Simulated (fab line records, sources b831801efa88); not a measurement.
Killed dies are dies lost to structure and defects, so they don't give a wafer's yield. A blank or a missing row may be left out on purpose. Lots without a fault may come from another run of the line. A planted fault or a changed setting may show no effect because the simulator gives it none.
One fault seen from 2 desks | flow gf180mcu | each desk has only its own numbers; what lay behind them comes last

THE METROLOGY DESK
What the gauges read, lot by lot, whatever tool the lot ran on: means of the sampled wafers that have a number. A lot is out of limits, marked OUT, if its mean lies more than 4 standard deviations from the usual mean; the brackets give that distance.
Columns: A = V2_W_RS at GF_V2_RS_MEAS_24, usual 0.329 ohm/sq; B = TOP_METAL_OVL at GF_TOP_METAL_OVL_MEAS_15, usual 0.3 nm
lot  | first seen here | A     | B
L324 | day 21 02:38    | 0.332 | 1.8
L327 | day 21 22:32    | 0.327 | -0.2
L326 | day 22 00:36    | 0.336 | -0.7
L328 | day 22 08:14    | 0.330 | -1.2
L329 | day 22 21:40    | 0.327 | 0.5
L330 | day 23 08:14    | 0.327 | 0.1
L332 | day 23 15:48    | 0.327 | 0.7
L331 | day 23 19:17    | 0.324 | -0.0
L333 | day 24 04:34    | 0.320 | -0.6
L335 | day 24 13:45    | 0.323 | 0.6
L338 | day 25 10:56    | 0.329 | 1.3
L342 | day 26 13:30    | 0.331 | -0.2
L343 | day 26 22:57    | 0.328 | -1.4
L344 | day 27 06:04    | 0.329 | -0.4
This desk's finding: nothing out of limits on any of the 14 lots.

THE TOOL OWNER'S DESK: rie_metal-04
The tool's own readings at GF_M5_METAL_ETCH_10 (etches the open film in Cl2/BCl3, stops on SiO2, target depth 627.5 nm, time 104.6 s): means of the sampled wafers that have a number, for each lot that ran on this tool. A lot is out of limits, marked OUT, if its mean lies more than 4 standard deviations from the usual mean; the brackets give that distance.
Columns: A = drypump_motor_current_A at GF_M5_METAL_ETCH_10, usual 5.91 A; B = oes_product_au at GF_M5_METAL_ETCH_10, usual 0.971 a.u.; C = run_length_s at GF_M5_METAL_ETCH_10, usual 133.0 s; D = throttle_valve_pct at GF_M5_METAL_ETCH_10, usual 28.250 %
lot  | first seen here | A    | B                | C               | D
L326 | day 27 18:18    | 5.96 | 0.967            | 132.5           | 28.247
L328 | day 28 00:41    | 5.97 | 0.971            | 132.6           | 28.248
L330 | day 28 21:41    | 5.73 | 0.975            | 133.2           | 28.239
L332 | day 29 04:03    | 5.74 | 0.972            | 132.9           | 28.247
L331 | day 29 05:38    | 5.74 | 0.962            | 132.8           | 28.254
L335 | day 29 23:50    | 5.75 | 0.967            | 133.1           | 28.246
L338 | day 30 17:06    | 5.74 | 1.009 (+5.4) OUT | 126.6 (-10) OUT | 28.211
L342 | day 31 16:05    | 5.75 | 1.007 (+5.1) OUT | 126.5 (-10) OUT | 28.213
This desk's finding: out of limits on L338, L342; first on L338, day 30 17:06 (oes_product_au at GF_M5_METAL_ETCH_10). In limits: L326, L328, L330, L332, L331, L335.

PUT TOGETHER
The tool owner's desk could have raised an alarm at day 30 17:06, on L338, L342.
The metrology desk saw nothing out of limits.
The metrology desk has L338, L342 on record, within its limits.
Of the lots named, all ran GF_M5_METAL_ETCH_10 on rie_metal-04.

WHAT THE SIMULATOR HAD PUT IN
Process parameter drift: rie_metal-04, from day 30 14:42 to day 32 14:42, at GF_M5_METAL_ETCH_10. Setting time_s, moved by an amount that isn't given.
Lots struck among those shown: L338, L342.
Hours from the fault's start to each desk's first reading out of limits: the tool owner's desk, 2.
